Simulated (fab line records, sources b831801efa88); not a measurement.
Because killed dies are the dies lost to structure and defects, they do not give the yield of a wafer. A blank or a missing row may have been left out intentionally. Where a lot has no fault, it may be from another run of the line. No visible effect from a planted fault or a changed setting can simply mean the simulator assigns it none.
A struck lot beside a sound one -- flow sky130 -- 41 steps out of a route of 708
Sound: the wafers L401.1, L401.4, L401.5. The struck wafers were L403.1, L403.2, L403.4. The cause comes at the end.
Per side, at each step with rows, come the tool, then ch with its chambers, and then its first start. Under that, the readings that differ: sound wafers -- struck wafers -- difference of the means -- sigmas: that difference in standard deviations of wafers without a fault.
alike: a reading whose means differ by less than 2 such deviations, as well as words and numbers matching on both sides. not compared: withheld readings; readings where some wafer has no value; bounds like >300 that might hide an equal value; numbers whose values overlap and for which the record gives no deviation.
Wherever a step has rows on one side only, a row that says differs or no value, or a row with sigmas, the two part there. Numbers that don't overlap but have no deviation are shown without sigmas and don't part them. Lack of a reading on every wafer of one side parts them only where that side has two or more wafers.

first, 5 steps without rows for these wafers: SKY_GATE_OXIDE_COAT_05 (resist thk 1140 nm); SKY_GATE_OXIDE_SOFTBAKE_06 (time 60 s); SKY_GATE_OXIDE_EXPOSE_07 (exposes mask LVOM, target cd 600 nm); SKY_GATE_OXIDE_PEB_08; SKY_GATE_OXIDE_DEVELOP_09 (develop time 60 s).
SKY_GATE_OXIDE_OVL_MEAS_10:
  sound on overlay-02 at day 16 03:37; struck on overlay-01 at day 16 15:34
  alike: GATE_OXIDE_OVL
then, 2 steps without rows for these wafers: SKY_GATE_OXIDE_IMPLANT_11; SKY_GATE_OXIDE_WET_ETCH_12 (etches SiO2 in dHF, target depth 16.8 nm, time 336 s).
SKY_GATE_OXIDE_STRIP_13: strips in O2/N2.
  sound on plasma asher-02 ch 0,1, day 16 03:55; struck on plasma asher-01 ch 0,1, day 16 15:52
  alike: drypump motor current A, oes product au, strip time to endpoint s
  not compared: rf hours counter h
SKY_GATE_OXIDE_TW_MEAS_14:
  sound on film metro-01 at day 16 04:01; struck on film metro-03 at day 16 15:58
  alike: GATE_OXIDE_TW
then, 2 steps without rows for these wafers: SKY_GATE_OXIDE_CLEAN_15 (cleans in SC1/SC2, time 150 s); SKY_GATE_OXIDE_OXIDATION_16 (stabilise 600 s, purge 300 s, target thk 3.57 nm).
SKY_POLY_GATE_CVD_00: deposits poly-Si, target thk 180 nm, time 720 s.
  sound on lpcvd-01 ch 1, day 16 06:34; struck on lpcvd-01 ch 1, day 16 17:36
reading,sound,struck,difference,sigmas
model.poly-Si_of_POLY_GATE_CVD_00.thk nm (nm),177.5 178.8 178,138.4 138.5 137.6,-39.9,
  alike: spike tc bottom C, zone power bottom pct, zone power lower pct
SKY_POLY_GATE_THK_MEAS_01:
  sound on film metro-04 at day 16 07:46; struck on film metro-02 at day 16 19:06
reading,sound,struck,difference,sigmas
POLY_GATE_CVD_00_THK (nm),177.5 178.9 177.9,138.4 138.6 137.7,-39.9,-27
  not compared: hold
then, 7 steps without rows for these wafers: SKY_RES_PROTECT_HMDS_01 (prime time 60 s); SKY_RES_PROTECT_COAT_02 (resist thk 1140 nm); SKY_RES_PROTECT_SOFTBAKE_03 (time 60 s); SKY_RES_PROTECT_EXPOSE_04 (exposes mask RPM, target cd 1270 nm); SKY_RES_PROTECT_PEB_05; SKY_RES_PROTECT_DEVELOP_06 (develop time 60 s); SKY_POLY_GATE_IMPLANT_02.
SKY_RES_PROTECT_STRIP_07: strips in O2/N2.
  sound on plasma asher-04 ch 0,1, day 17 11:58; struck on plasma asher-04 ch 0,1, day 17 19:55
  alike: drypump motor current A, oes product au, strip time to endpoint s
  not compared: rf hours counter h
SKY_RES_PROTECT_TW_MEAS_08:
  sound on film metro-02 at day 17 12:04; struck on film metro-01 at day 17 20:01
  alike: POLY_GATE_TW
then, 2 steps without rows for these wafers: SKY_RES_PROTECT_CLEAN_09 (cleans in SC1/SC2, time 150 s); SKY_POLY_GATE_CVD_03 (deposits Si3N4 from DCS/NH3, target thk 75 nm, time 1290 s).
SKY_POLY_GATE_THK_MEAS_04:
  sound on film metro-04 at day 17 16:11; struck on film metro-03 at day 18 03:53
  alike: POLY_GATE_CVD_03_THK
then, 8 steps without rows for these wafers: SKY_POLY_GATE_DEHYDRATE_05 (time 60 s); SKY_POLY_GATE_HMDS_06 (prime time 60 s); SKY_POLY_GATE_COAT_07 (resist thk 110 nm); SKY_POLY_GATE_COAT_08 (resist thk 450 nm); SKY_POLY_GATE_SOFTBAKE_09 (time 90 s); SKY_POLY_GATE_EXPOSE_10 (exposes mask P1M, target cd 150 nm); SKY_POLY_GATE_PEB_11; SKY_POLY_GATE_DEVELOP_12 (develop time 60 s).
SKY_POLY_GATE_CD_MEAS_13: target cd 150 nm.
  sound on cd sem-01 at day 18 21:58; struck on cd sem-01 at day 19 08:31
reading,sound,struck,difference,sigmas
cd nm (nm),148.5 148.7 148.8,151.8 150.9 150.9,+2.5,+2
SKY_POLY_GATE_OVL_MEAS_14:
  sound on overlay-01 at day 18 22:05; struck on overlay-02 at day 19 08:38
  alike: POLY_GATE_OVL
SKY_POLY_GATE_ETCH_15: etches BARC in N2/H2, stops on SiO2, time 118.5 s, target depth 110 nm.
  sound on rie diel-02 ch 0,3, day 18 22:08; struck on rie diel-01 ch 0,1,2, day 19 08:41
  alike: drypump motor current A, oes product au, rf fwd power W, throttle valve pct
  not compared: rf hours counter h
SKY_POLY_GATE_ETCH_16: etches Si3N4 in CH3F/O2, stops on poly-Si, time 150 s, target depth 75 nm.
  sound on rie diel-02 ch 0,3, day 18 22:13; struck on rie diel-01 ch 0,1,2, day 19 08:46
reading,sound,struck,difference,sigmas
model.poly-Si_of_POLY_GATE_CVD_00.thk nm (nm),176.7 178 177.1,137.5 137.7 136.8,-39.9,
  alike: O2_flow_sccm, ch3f flow sccm, drypump motor current A, oes product au, throttle valve pct
  not compared: rf hours counter h
SKY_POLY_GATE_ETCH_17: etches poly-Si in HBr/Cl2, stops on SiO2, target depth 180 nm, time 70.5 s.
  sound on rie si-01 ch 1,3, day 18 22:19; struck on rie si-01 ch 0,1,2, day 19 08:52
reading,sound,struck,difference,sigmas
oes product au (a.u.),0.977 0.980 0.980,0.827 0.828 0.819,-0.154,-20
model.etch.depth nm (nm),176.7 178 177.1,137.5 137.7 136.8,-39.9,
model.POLY_GATE.feature depth nm (nm),176.7 178 177.1,137.5 137.7 136.8,-39.9,
  alike: drypump motor current A, rf fwd power W, throttle valve pct
  not compared: rf hours counter h
SKY_POLY_GATE_STRIP_18: strips in O2/N2.
  sound on plasma asher-01 ch 0,1, day 18 22:22; struck on plasma asher-03 ch 0,1, day 19 08:55
  alike: drypump motor current A, oes product au, strip time to endpoint s
  not compared: rf hours counter h
-- record jumps: 28 days separate the struck wafers' starts on either side; left off in module POLY_GATE, taken up again in module PAD_OPEN, whose first shown step is the route's number 708 --
SKY_PAD_OPEN_PROBE_99:
  sound on prober-01 at day 47 17:21; struck on prober-01 at day 47 19:24
reading,sound,struck,difference,sigmas
killed_at_M0_to_M3,58 53 47,39 43 34,-14,-2
killed dies,115 97 94,83 77 76,-23,-2
model.etest.res xhigh po.line ohm um,5501 5555 5562,5382 5369 5222,-215,
model.etest.res high po.line ohm um,742.6 740.4 737.8,889.5 897.5 884.5,+150.2,
model.etest.res poly.line ohm um,525.2 521.5 498.4,619.6 642.1 621.9,+112.8,
model.etest.tip sonos.rs ohm sq,2640 2692 2685,2594 2597 2613,-71,
model.etest.res high po.rs ohm sq,255.2 254.8 257.9,311.8 312 305.9,+53.9,
model.etest.res poly.rs ohm sq,46.36 46.57 47.07,59.02 58.82 58.89,+12.24,
  alike: killed_at_M4_up, killed at contacts, killed at front end, killed at other, killed open, killed short
  not compared: model.etest.res xhigh po.rs ohm sq, model.etest.licon high po.rc ohm

== WHERE THEY PART ==
At SKY_POLY_GATE_THK_MEAS_01 first; at SKY_PAD_OPEN_PROBE_99 last (within this record only).

WHY: what had been put in by the simulator
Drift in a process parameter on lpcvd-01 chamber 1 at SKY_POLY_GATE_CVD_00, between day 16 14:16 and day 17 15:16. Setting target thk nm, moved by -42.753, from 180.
